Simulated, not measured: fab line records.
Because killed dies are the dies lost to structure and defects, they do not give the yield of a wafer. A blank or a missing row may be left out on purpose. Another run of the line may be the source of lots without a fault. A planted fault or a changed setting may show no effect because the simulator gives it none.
fab line records -- flow gf180mcu
record: lots: 10, wafers: 30, last_day: 34
route steps=602 shown V3@430 M4@472 V4@497 MIM@511
lots untouched by any fault: they come from a run of this same line in which no faults occurred
start_h: the number of hours between the record's first day and the start of the first shown wafer of the lot -- wait_h: how many hours have passed since the lot's step before this one -- " repeats the value in the row above -- L1.1+2: several wafers, shown together as one row -- - value missing, or start not given -- * or withheld: withheld -- < > ~ a bound
route shown NAME@n: NAME is a module with steps in the file, n the number in the route of the first one -- usual: mean/standard deviation of fault-free wafers -- same: alike in all rows -- chamber/n: place in a boat -- sites: readings site by site -- _std_site: standard deviation of those values -- _edge_site: mean of outer sites minus mean of inner sites -- radius_mm: how far each site lies from the wafer's centre -- mask NAME#n: copy n -- behind: the tool/chamber that last shaped the wafer -- hold: why the lot went on hold/how many hours it stayed there/how the hold came to an end -- device: whichever transistor did not switch (one of n, p or np) -- end of line: at the end of the route, the tests of the same wafers -- for a step that has no rows: nothing shown but its recipe -- killed: dies that structure and defects cost at the first sort, which is not the same as the wafer's yield -- map: a wafer's dies, x killed, . not, _ none there
set.NAME: the setting as run; set.NAME@STEP: as run at that earlier step -- model.NAME: the simulator's own value behind a step, which no gauge read
route steps across a sampled set of lots; one table per step, one row per wafer
services: a tool's chamber out of use, with start hour (start_h, from the record's first day; less than 0 if before it), hours out, and reason
== steps ==
step: GF_V3_THK_MEAS_01
recipe: reads: SiO2_of_V3_CVD_00
usual: V3_CVD_00_THK: 605/7.1
lot.wafer,tool,chamber,start_h,wait_h,V3_CVD_00_THK[nm]
L881.1,film_metro-01,-,469.20,0.0,605
L881.2,film_metro-01,-,469.20,0.0,597
L881.3,film_metro-01,-,469.20,0.0,609
L884.2,film_metro-01,-,496.53,0.0,599
L884.5,film_metro-01,-,496.53,0.0,601
L884.6,film_metro-01,-,496.53,0.0,606
L886.2,film_metro-04,-,514.08,0.0,595
L886.5,film_metro-04,-,514.08,0.0,608
L886.6,film_metro-04,-,514.08,0.0,598
L887.2,film_metro-01,-,575.37,0.0,604
L887.3,film_metro-01,-,575.37,0.0,600
L887.5,film_metro-01,-,575.37,0.0,600
L888.1,film_metro-04,-,578.74,0.0,617
L888.3,film_metro-04,-,578.74,0.0,608
L888.5,film_metro-04,-,578.74,0.0,613
L890.1,film_metro-04,-,583.29,0.0,608
L890.2,film_metro-04,-,583.29,0.0,614
L890.5,film_metro-04,-,583.29,0.0,598
L896.2,film_metro-01,-,620.36,0.0,601
L896.3,film_metro-01,-,620.36,0.0,601
L896.4,film_metro-01,-,620.36,0.0,604
L897.1,film_metro-04,-,625.59,0.0,617
L897.3,film_metro-04,-,625.59,0.0,604
L897.4,film_metro-04,-,625.59,0.0,602
L900.2,film_metro-04,-,658.68,0.0,607
L900.5,film_metro-04,-,658.68,0.0,605
L900.6,film_metro-04,-,658.68,0.0,608
L904.2,film_metro-01,-,677.73,0.0,615
L904.4,film_metro-01,-,677.73,0.0,611
L904.6,film_metro-01,-,677.73,0.0,605
step: GF_M4_METAL_ETCH_16
recipe: chemistry: Cl2/BCl3, mask_material: KrF, target_depth_nm: 627.5, stop_on: SiO2, pressure_mtorr: 8, icp_w: 800, bias_w: 140, Cl2_flow_sccm: 80, bcl3_flow_sccm: 40, time_s: 104.6
usual: drypump_motor_current_A: 5.6/0.42, oes_product_au: 0.975/0.0066, throttle_valve_pct: 28.246/0.011
lot.wafer,tool,chamber,start_h,wait_h,drypump_motor_current_A,oes_product_au,rf_hours_counter_h,throttle_valve_pct
L881.1,rie_metal-01,0,519.88,0.0,6.3,0.969,2,28.246
L881.2,rie_metal-01,1,519.88,0.0,5.0,0.973,10,28.239
L881.3,rie_metal-01,1,519.88,0.0,5.0,0.975,-,28.266
L884.2,rie_metal-03,1,544.94,0.0,6.1,0.981,11,28.254
L884.5,rie_metal-03,1,544.94,0.0,6.1,0.972,-,28.246
L884.6,rie_metal-03,0,544.94,0.0,5.6,0.972,-,28.231
L886.2,rie_metal-03,0,561.80,0.0,5.6,0.983,11,28.242
L886.5,rie_metal-03,1,561.80,0.0,6.1,0.971,-,28.257
L886.6,rie_metal-03,0,561.80,0.0,5.6,0.985,-,28.235
L887.2,rie_metal-01,0,618.66,0.1,6.3,0.973,-,28.247
L887.3,rie_metal-01,0,618.66,0.1,6.3,0.987,-,28.232
L887.5,rie_metal-01,0,618.66,0.1,6.3,0.986,-,28.247
L888.1,rie_metal-04,0,621.35,0.0,5.5,0.969,0,28.258
L888.3,rie_metal-04,0,621.35,0.0,5.5,0.961,-,28.264
L888.5,rie_metal-04,0,621.35,0.0,5.5,0.976,-,28.260
L890.1,rie_metal-04,1,626.07,0.0,5.3,0.970,3,28.264
L890.2,rie_metal-04,0,626.07,0.0,5.5,0.978,1,28.253
L890.5,rie_metal-04,0,626.07,0.0,5.5,0.976,-,28.226
L896.2,rie_metal-04,0,661.77,0.0,5.5,0.977,2,28.232
L896.3,rie_metal-04,0,661.77,0.0,5.5,0.979,-,28.232
L896.4,rie_metal-04,1,661.77,0.0,5.3,0.972,-,28.241
L897.1,rie_metal-01,0,665.99,0.0,6.3,0.976,7,28.223
L897.3,rie_metal-01,1,665.99,0.0,5.0,0.962,-,28.237
L897.4,rie_metal-01,0,665.99,0.0,6.3,0.973,-,28.258
L900.2,rie_metal-04,0,698.49,0.0,5.5,0.976,3,28.255
L900.5,rie_metal-04,1,698.49,0.0,5.3,0.978,-,28.241
L900.6,rie_metal-04,0,698.49,0.0,5.5,0.976,-,28.239
L904.2,rie_metal-03,0,715.49,0.0,5.6,0.975,2,28.221
L904.4,rie_metal-03,0,715.49,0.0,5.6,0.989,-,28.226
L904.6,rie_metal-03,1,715.49,0.0,6.1,0.972,-,28.263
step: GF_V4_SPUTTER_21
recipe: material: Ti, target_thk_nm: 15, chamber_pressure_pa: 5, power_w: 2500, substrate_temp_c: 200, time_s: 80.02
usual: substrate_temp_c: 200.00/0.18, throttle_valve_pct: 30.2/0.78
lot.wafer,tool,chamber,start_h,wait_h,substrate_temp_c,throttle_valve_pct
L881.1,pvd_sputter-04,-,544.60,0.0,199.74,31.1
L881.2,pvd_sputter-04,-,544.60,0.0,200.07,29.5
L881.3,pvd_sputter-04,-,544.60,0.0,200.00,30.3
L884.2,pvd_sputter-03,-,569.55,0.0,200.08,31.0
L884.5,pvd_sputter-03,-,569.55,0.0,200.24,30.2
L884.6,pvd_sputter-03,-,569.55,0.0,200.01,28.8
L886.2,pvd_sputter-03,-,585.24,0.0,199.90,31.5
L886.5,pvd_sputter-03,-,585.24,0.0,199.86,30.3
L886.6,pvd_sputter-03,-,585.24,0.0,199.96,28.9
L887.2,pvd_sputter-04,-,641.17,0.0,199.90,30.3
L887.3,pvd_sputter-04,-,641.17,0.0,199.96,31.2
L887.5,pvd_sputter-04,-,641.17,0.0,199.86,30.5
L888.1,pvd_sputter-03,-,643.74,0.0,200.12,30.8
L888.3,pvd_sputter-03,-,643.74,0.0,199.75,31.0
L888.5,pvd_sputter-03,-,643.74,0.0,199.92,31.3
L890.1,pvd_sputter-01,-,648.45,0.0,200.25,29.9
L890.2,pvd_sputter-01,-,648.45,0.0,199.91,30.0
L890.5,pvd_sputter-01,-,648.45,0.0,200.28,29.8
L896.2,pvd_sputter-03,-,683.10,0.0,199.76,30.7
L896.3,pvd_sputter-03,-,683.10,0.0,200.25,31.5
L896.4,pvd_sputter-03,-,683.10,0.0,199.93,30.3
L897.1,pvd_sputter-03,-,686.49,0.0,200.03,30.4
L897.3,pvd_sputter-03,-,686.49,0.0,200.13,29.0
L897.4,pvd_sputter-03,-,686.49,0.0,199.79,30.9
L900.2,pvd_sputter-01,-,717.84,0.0,200.00,29.8
L900.5,pvd_sputter-01,-,717.84,0.0,199.87,29.8
L900.6,pvd_sputter-01,-,717.84,0.0,200.02,29.4
L904.2,pvd_sputter-04,-,735.45,0.0,199.90,30.4
L904.4,pvd_sputter-04,-,735.45,0.0,199.55,30.3
L904.6,pvd_sputter-04,-,735.45,0.0,199.75,30.1
step: GF_MIM_SPUTTER_08
recipe: material: AlCu, target_thk_nm: 200, power_w: 10600, time_s: 10.6, chamber_pressure_pa: 0.4
usual: throttle_valve_pct: 29.9/0.65
lot.wafer,tool,chamber,start_h,wait_h,throttle_valve_pct
L881.1,pvd_sputter-02,-,545.65,0.0,29.6
L881.2,pvd_sputter-02,-,545.65,0.0,29.6
L881.3,pvd_sputter-02,-,545.65,0.0,29.5
L884.2,pvd_sputter-04,-,570.60,0.0,30.4
L884.5,pvd_sputter-04,-,570.60,0.0,30.5
L884.6,pvd_sputter-04,-,570.60,0.0,31.1
L886.2,pvd_sputter-01,-,586.29,0.0,29.2
L886.5,pvd_sputter-01,-,586.29,0.0,29.4
L886.6,pvd_sputter-01,-,586.29,0.0,29.9
L887.2,pvd_sputter-04,-,642.22,0.0,30.6
L887.3,pvd_sputter-04,-,642.22,0.0,29.5
L887.5,pvd_sputter-04,-,642.22,0.0,30.6
L888.1,pvd_sputter-04,-,644.93,0.0,31.2
L888.3,pvd_sputter-04,-,644.93,0.0,29.5
L888.5,pvd_sputter-04,-,644.93,0.0,30.2
L890.1,pvd_sputter-01,-,649.55,0.0,28.4
L890.2,pvd_sputter-01,-,649.55,0.0,29.8
L890.5,pvd_sputter-01,-,649.55,0.0,29.9
L896.2,pvd_sputter-02,-,684.15,0.0,29.7
L896.3,pvd_sputter-02,-,684.15,0.0,29.6
L896.4,pvd_sputter-02,-,684.15,0.0,29.3
L897.1,pvd_sputter-01,-,687.54,0.0,28.9
L897.3,pvd_sputter-01,-,687.54,0.0,29.8
L897.4,pvd_sputter-01,-,687.54,0.0,29.7
L900.2,pvd_sputter-04,-,718.89,0.0,30.4
L900.5,pvd_sputter-04,-,718.89,0.0,30.4
L900.6,pvd_sputter-04,-,718.89,0.0,29.5
L904.2,pvd_sputter-04,-,736.52,0.0,31.2
L904.4,pvd_sputter-04,-,736.52,0.0,30.1
L904.6,pvd_sputter-04,-,736.52,0.0,31.2
step: GF_MIM_RS_MEAS_10
recipe: thk_meas_gauge: four-point-probe, reads: TiN_of_MIM_SPUTTER_09+AlCu_of_MIM_SPUTTER_08+TiN_of_MIM_SPUTTER_07
usual: MIM_ALCU_RS: 0.1596/0.0016
lot.wafer,tool,chamber,start_h,wait_h,MIM_ALCU_RS[ohm/sq]
L881.1,film_metro-04,-,545.71,0.0,0.1591
L881.2,film_metro-04,-,545.71,0.0,0.1603
L881.3,film_metro-04,-,545.71,0.0,0.1629
L884.2,film_metro-02,-,570.68,0.0,0.1574
L884.5,film_metro-02,-,570.68,0.0,0.1573
L884.6,film_metro-02,-,570.68,0.0,0.1578
L886.2,film_metro-04,-,586.37,0.0,0.1587
L886.5,film_metro-04,-,586.37,0.0,0.1580
L886.6,film_metro-04,-,586.37,0.0,0.1597
L887.2,film_metro-04,-,642.30,0.0,0.1577
L887.3,film_metro-04,-,642.30,0.0,0.1596
L887.5,film_metro-04,-,642.30,0.0,0.1580
L888.1,film_metro-02,-,644.99,0.0,0.1575
L888.3,film_metro-02,-,644.99,0.0,0.1586
L888.5,film_metro-02,-,644.99,0.0,0.1595
L890.1,film_metro-02,-,649.61,0.0,0.1597
L890.2,film_metro-02,-,649.61,0.0,0.1587
L890.5,film_metro-02,-,649.61,0.0,0.1591
L896.2,film_metro-02,-,684.23,0.0,0.1629
L896.3,film_metro-02,-,684.23,0.0,0.1593
L896.4,film_metro-02,-,684.23,0.0,0.1633
L897.1,film_metro-02,-,687.60,0.0,0.1394
L897.3,film_metro-02,-,687.60,0.0,0.1591
L897.4,film_metro-02,-,687.60,0.0,0.1588
L900.2,film_metro-01,-,718.97,0.0,0.1594
L900.5,film_metro-01,-,718.97,0.0,0.1610
L900.6,film_metro-01,-,718.97,0.0,0.1613
L904.2,film_metro-01,-,736.59,0.0,0.1583
L904.4,film_metro-01,-,736.59,0.0,0.1578
L904.6,film_metro-01,-,736.59,0.0,0.1570
step: GF_MIM_THK_MEAS_11
recipe: thk_meas_gauge: xrf, reads: AlCu_of_MIM_SPUTTER_08
usual: MIM_ALCU_THK: 198.9/2.1
lot.wafer,tool,chamber,start_h,wait_h,MIM_ALCU_THK[nm]
L881.1,film_metro-04,-,545.83,0.1,199.9
L881.2,film_metro-04,-,545.83,0.1,196.2
L881.3,film_metro-04,-,545.83,0.1,194.5
L884.2,film_metro-02,-,570.79,0.1,201.1
L884.5,film_metro-02,-,570.79,0.1,201.7
L884.6,film_metro-02,-,570.79,0.1,201.4
L886.2,film_metro-04,-,586.48,0.1,200.3
L886.5,film_metro-04,-,586.48,0.1,200.3
L886.6,film_metro-04,-,586.48,0.1,196.7
L887.2,film_metro-04,-,642.41,0.1,200.2
L887.3,film_metro-04,-,642.41,0.1,198.4
L887.5,film_metro-04,-,642.41,0.1,199.5
L888.1,film_metro-02,-,645.11,0.1,200.9
L888.3,film_metro-02,-,645.11,0.1,199.8
L888.5,film_metro-02,-,645.11,0.1,199.2
L890.1,film_metro-02,-,649.73,0.1,197.9
L890.2,film_metro-02,-,649.73,0.1,199.9
L890.5,film_metro-02,-,649.73,0.1,200.1
L896.2,film_metro-02,-,684.34,0.1,194.1
L896.3,film_metro-02,-,684.34,0.1,198.2
L896.4,film_metro-02,-,684.34,0.1,193.3
L897.1,film_metro-02,-,687.72,0.1,225.4
L897.3,film_metro-02,-,687.72,0.1,199.2
L897.4,film_metro-02,-,687.72,0.1,198.7
L900.2,film_metro-01,-,719.08,0.1,199.8
L900.5,film_metro-01,-,719.08,0.1,195.8
L900.6,film_metro-01,-,719.08,0.1,197.2
L904.2,film_metro-01,-,736.70,0.1,200.2
L904.4,film_metro-01,-,736.70,0.1,200.8
L904.6,film_metro-01,-,736.70,0.1,202.5
step: GF_MIM_METAL_ETCH_19
recipe: chemistry: Cl2/BCl3, mask_material: NOVOLAK, stop_on: Si3N4, target_depth_nm: 324.5, pressure_mtorr: 8, icp_w: 800, bias_w: 140, Cl2_flow_sccm: 80, bcl3_flow_sccm: 40, time_s: 54.1
usual: drypump_motor_current_A: 5.8/0.59, oes_product_au: 0.943/0.0061, throttle_valve_pct: 28.283/0.0099
lot.wafer,tool,chamber,start_h,wait_h,drypump_motor_current_A,oes_product_au,rf_hours_counter_h,throttle_valve_pct
L881.1,rie_metal-02,0,567.92,0.1,6.4,0.944,0.9,28.278
L881.2,rie_metal-02,1,567.92,0.1,6.4,0.943,0.3,28.272
L881.3,rie_metal-02,1,567.92,0.1,6.4,0.941,-,28.299
L884.2,rie_metal-01,1,591.02,0.1,4.9,0.948,11.7,28.284
L884.5,rie_metal-01,0,591.02,0.1,6.3,0.944,-,28.271
L884.6,rie_metal-01,1,591.02,0.1,5.0,0.949,-,28.272
L886.2,rie_metal-02,0,606.93,0.1,6.4,0.947,2.0,28.281
L886.5,rie_metal-02,1,606.93,0.1,6.4,0.954,-,28.276
L886.6,rie_metal-02,0,606.93,0.1,6.4,0.944,-,28.296
L887.2,rie_metal-01,0,660.92,0.1,6.2,0.944,6.8,28.282
L887.3,rie_metal-01,0,660.92,0.1,6.3,0.945,-,28.286
L887.5,rie_metal-01,0,660.92,0.1,6.3,0.946,-,28.277
L888.1,rie_metal-01,1,663.43,0.1,5.0,0.950,0.7,28.255
L888.3,rie_metal-01,0,663.43,0.1,6.2,0.941,-,28.276
L888.5,rie_metal-01,0,663.43,0.1,6.2,0.952,-,28.286
L890.1,rie_metal-02,1,668.23,0.1,6.4,0.943,3.4,28.280
L890.2,rie_metal-02,0,668.23,0.1,6.4,0.948,4.0,28.283
L890.5,rie_metal-02,0,668.23,0.1,6.4,0.943,-,28.288
L896.2,rie_metal-01,0,701.83,0.1,6.3,0.921,8.2,28.295
L896.3,rie_metal-01,1,701.83,0.1,4.9,0.941,-,28.282
L896.4,rie_metal-01,0,701.83,0.1,6.2,0.937,-,28.298
L897.1,rie_metal-02,1,705.78,0.1,6.4,0.993,4.6,28.214
L897.3,rie_metal-02,0,705.78,0.1,6.4,0.946,-,28.283
L897.4,rie_metal-02,1,705.78,0.1,6.4,0.946,-,28.264
L900.2,rie_metal-02,1,736.38,0.1,6.4,0.946,6.0,28.263
L900.5,rie_metal-02,0,736.38,0.1,6.4,0.943,-,28.287
L900.6,rie_metal-02,1,736.38,0.1,6.4,0.933,-,28.305
L904.2,rie_metal-04,0,753.87,0.1,5.5,0.951,-,28.287
L904.4,rie_metal-04,0,753.87,0.1,5.5,0.951,-,28.288
L904.6,rie_metal-04,0,753.87,0.1,5.5,0.948,-,28.273
== services ==
tool,chamber,start_h,hours,kind
rie_metal-01,-,502.46,2.8,pm
rie_metal-02,0,503.47,-,clean
rie_metal-02,0,503.47,32.8,scheduled_down
rie_metal-02,0,503.47,32.8,vent_cycle
rie_metal-03,1,522.29,12.3,repair
rie_metal-02,1,537.11,-,clean
pvd_sputter-03,-,541.32,1.4,repair
pvd_sputter-01,-,553.23,11.6,repair
rie_metal-03,1,578.35,6.9,repair
pvd_sputter-02,-,592.84,4.5,repair
pvd_sputter-04,2,599.18,-,consumable_replace:kit
pvd_sputter-04,2,599.18,18.0,scheduled_down
pvd_sputter-04,2,599.18,18.0,vent_cycle
rie_metal-01,1,612.43,-,clean
rie_metal-01,1,612.43,27.0,scheduled_down
rie_metal-01,1,612.43,27.0,vent_cycle
pvd_sputter-02,-,644.05,0.9,repair
rie_metal-01,-,647.48,1.7,repair
rie_metal-02,-,658.80,2.8,pm
rie_metal-04,-,707.96,2.3,repair
pvd_sputter-01,-,708.75,1.3,repair
pvd_sputter-01,-,710.90,3.5,repair
rie_metal-02,-,722.29,0.2,repair
pvd_sputter-04,-,747.17,0.8,repair
== key ==
first_sign: step: GF_MIM_RS_MEAS_10, reading: MIM_ALCU_RS, direction: down, sigmas: 13, usual: 0.1596, struck: 0.1394
effect: step: GF_MIM_THK_MEAS_11, reading: MIM_ALCU_THK, direction: up, sigmas: 13, usual: 198.9, struck: 225.4
effect: step: GF_MIM_METAL_ETCH_19, reading: oes_product_au, direction: up, sigmas: 8.2, usual: 0.943, struck: 0.993
met_at GF_MIM_SPUTTER_08
struck_lots L897
struck_wafers L897.1
not_acting_at GF_V3_THK_MEAS_01,GF_M4_METAL_ETCH_16,GF_V4_SPUTTER_21
onset_between 649.55 687.54
fault: kind: process_parameter_drift, tool: pvd_sputter-01, chamber: -, onset_h: 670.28, steps: GF_MIM_SPUTTER_08, channel: time_s, offset: *, shape: step, end_h: 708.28, acts_in: *, stated: *, scope: struck_wafers_only
